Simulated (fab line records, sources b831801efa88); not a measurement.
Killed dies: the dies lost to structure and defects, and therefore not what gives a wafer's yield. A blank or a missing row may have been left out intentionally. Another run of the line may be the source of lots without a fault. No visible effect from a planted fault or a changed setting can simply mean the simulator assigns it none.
Which tool did it? -- flow sky130 -- 6 lots, 18 wafers sampled, at 1 step of a route of 708

## WHAT EACH GAUGE READ, for each wafer
SKY_CAPM_THK_MEAS_01.
lot,measured,on,CAPM_CVD_00_THK (nm)
L804,day 37 02:07,film metro-04,15.68 15.79 15.44
L806,day 37 19:40,film metro-02,15.54 15.75 15.51
L810,day 39 04:08,film metro-04,15.38 15.62 15.12
L821,day 42 03:33,film metro-02,15.63 15.32 15.61
L823,day 42 18:20,film metro-03,15.52 15.18 15.51
L825,day 43 10:45,film metro-02,15.74 15.36 15.86

## WHICH TOOL RAN EACH LOT (tool, then ch and the chambers of the sampled wafers, then the start)
Record: no process step prior to these readings.

## THE ANSWER, worked out from the rows above alone
Rule: the lots themselves supply what counts as usual. The widest of any qualifying gaps counts: lots, ordered by their means at a reading, are off when they make up no more than a third of the lots, leave a main group of 4 or more, and stand apart from it by 3 or more times the standard deviation of that group's means. A main group is skipped when, at the precision printed for the reading in the tables above, its means are all equal. Also off: a lot with no number at a reading for which 4 or more lots have one. Where the step has rows for the other lots, those lots are counted as sound.
None of the lots is off at any reading shown; this tells nothing.

## WHAT THE SIMULATOR HAD PUT IN
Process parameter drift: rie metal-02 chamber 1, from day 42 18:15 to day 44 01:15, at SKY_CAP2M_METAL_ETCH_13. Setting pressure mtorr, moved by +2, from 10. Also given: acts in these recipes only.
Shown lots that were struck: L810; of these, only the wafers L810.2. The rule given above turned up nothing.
